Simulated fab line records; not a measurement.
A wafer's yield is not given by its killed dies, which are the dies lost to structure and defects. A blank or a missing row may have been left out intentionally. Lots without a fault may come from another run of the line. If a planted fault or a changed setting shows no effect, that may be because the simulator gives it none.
A lot that was struck, set against a sound lot :: flow sfq-line :: 21 steps out of a route of 325
Sound: these wafers, L354.1, L354.5, L354.6. Struck: wafer L358.4 (L358.2, L358.5, from the same lot, were not struck and are left out); the cause is given at the end.
For every step that has rows: the tool of each side, followed by ch and its chambers, followed by its first start. Under that, the readings that differ: sound wafers :: struck wafers :: difference of the means :: sigmas: that difference in standard deviations of wafers without a fault.
alike: a reading whose means differ by less than 2 such deviations, as well as words and numbers matching on both sides. not compared: withheld readings; readings where some wafer has no value; bounds like >300 that might hide an equal value; numbers whose values overlap and for which the record gives no deviation.
A row with sigmas, a row that says differs or no value, or rows on one side alone: a step with any of these is where the two part. Numbers that don't overlap but have no deviation are shown without sigmas and don't part them. A reading missing from all wafers of one side parts the sides only when that side holds two or more wafers.

SFQ_I4_OVL_MEAS_928:
  sound on overlay-01, day 52 12:15; struck on overlay-01, day 54 03:59
  alike: I4_OVL
then, 2 steps without rows for these wafers: SFQ_TRILAYER_I4_VIA_BARC_OPEN_VIA_ETCH_146 (etches BARC in O2, target depth 125 nm, time 41.7 s); SFQ_TRILAYER_I4_VIA_ETCH_VIA_ETCH_106 (etches SiO2 in CHF3, stops on Nb, target depth 260 nm).
SFQ_TRILAYER_I4_VIA_STRIP_STRIP_107: strips in O2.
  sound on rie-metal-03 ch 0,1, day 52 12:26; struck on rie-metal-04 ch 0, day 54 04:10
  alike: drypump-motor-current-A, oes-product-au
  not compared: rf-hours-counter-h
then, 2 steps without rows for these wafers: SFQ_TRILAYER_I4_VIA_STRIP_SOLV_CLEAN_108 (cleans in NMP, time 600 s); SFQ_TRILAYER_JJ_TRILAYER_DEP_PRE_CLEAN_113 (time 22.5 s).
SFQ_TRILAYER_JJ_TRILAYER_DEP_SPUTTER_109: material Nb, target thk 150 nm, time 100 s.
  sound on pvd-sputter-06, day 52 13:15; struck on pvd-sputter-04, day 54 04:58
  alike: throttle-valve-pct
SFQ_TRILAYER_JJ_TRILAYER_DEP_SPUTTER_110: material Al, target thk 8 nm, time 10 s.
  sound on pvd-sputter-06, day 52 13:19; struck on pvd-sputter-04, day 54 05:02
  alike: throttle-valve-pct
then, 1 step without rows for these wafers: SFQ_TRILAYER_JJ_TRILAYER_DEP_AL_OXIDATION_111 (oxidation time 600 s).
SFQ_TRILAYER_JJ_TRILAYER_DEP_SPUTTER_112: material Nb, target thk 170 nm, time 113.3 s.
  sound on pvd-sputter-06, day 52 14:20; struck on pvd-sputter-04, day 54 06:04
  alike: throttle-valve-pct
SFQ_JJ_RS_MEAS_929: measurement is done with a four-point probe.
  sound on film-metro-02, day 52 14:25; struck on film-metro-01, day 54 06:10
  alike: JJ_NB_RS
SFQ_TRILAYER_JJ_CE_LITHO_COAT_119: resist thk 62 nm.
  sound on litho-track-01 ch 0, day 52 14:36; struck on litho-track-01 ch 0, day 54 06:22
reading: model.BARC_of_TRILAYER_JJ_CE_LITHO_COAT_119.thk-nm (nm)
sound: 61.61 61.57 61.61
struck: 73.98
difference: +12.38
sigmas: 
then, 5 steps without rows for these wafers: SFQ_TRILAYER_JJ_CE_LITHO_COAT_114 (resist thk 600 nm); SFQ_TRILAYER_JJ_CE_LITHO_SOFTBAKE_118; SFQ_TRILAYER_JJ_CE_LITHO_EXPOSE_115 (exposes mask J5, target cd 700 nm); SFQ_TRILAYER_JJ_CE_LITHO_PEB_117 (peb time 60 s); SFQ_TRILAYER_JJ_CE_LITHO_DEVELOP_116 (time 60 s).
-- the record jumps here: 6 days lie between the struck wafers' starts before and after --
SFQ_JJ_OVL_MEAS_931:
  sound on overlay-01, day 52 19:03; struck on overlay-01, day 60 08:47
  alike: J5_OVL
after that, 1 step had no rows for these wafers: SFQ_TRILAYER_JJ_CE_METRO_MEASURE_117.
SFQ_TRILAYER_JJ_CE_BARC_OPEN_RIE_150: chemistry O2, target BARC, target depth 240 nm, time 80 s.
  sound on rie-metal-01 ch 0,1, day 52 20:17; struck on rie-metal-02 ch 0, day 60 10:01
reading: oes-product-au (a.u.)
sound: 0.532 0.538 0.535
struck: 0.571
difference: +0.036
sigmas: +9

reading: model.etch.depth-nm (nm)
sound: 61.61 61.57 61.61
struck: 73.98
difference: +12.38
sigmas: 
  alike: drypump-motor-current-A
  not compared: rf-hours-counter-h
SFQ_TRILAYER_JJ_CE_ETCH_RIE_118: chemistry SF6, target Nb, stops on Al2O3, time 97.7 s, target depth 170 nm.
  sound on rie-metal-01 ch 0,1, day 52 20:23; struck on rie-metal-02 ch 0, day 60 10:07
  alike: drypump-motor-current-A, oes-product-au
  not compared: rf-hours-counter-h

WHERE THEY PART
At SFQ_TRILAYER_JJ_CE_BARC_OPEN_RIE_150 and nowhere else, as far as this record goes. Later steps at which nothing parts them and some readings are alike: SFQ_TRILAYER_JJ_CE_ETCH_RIE_118.

WHY: whatever the simulator had introduced
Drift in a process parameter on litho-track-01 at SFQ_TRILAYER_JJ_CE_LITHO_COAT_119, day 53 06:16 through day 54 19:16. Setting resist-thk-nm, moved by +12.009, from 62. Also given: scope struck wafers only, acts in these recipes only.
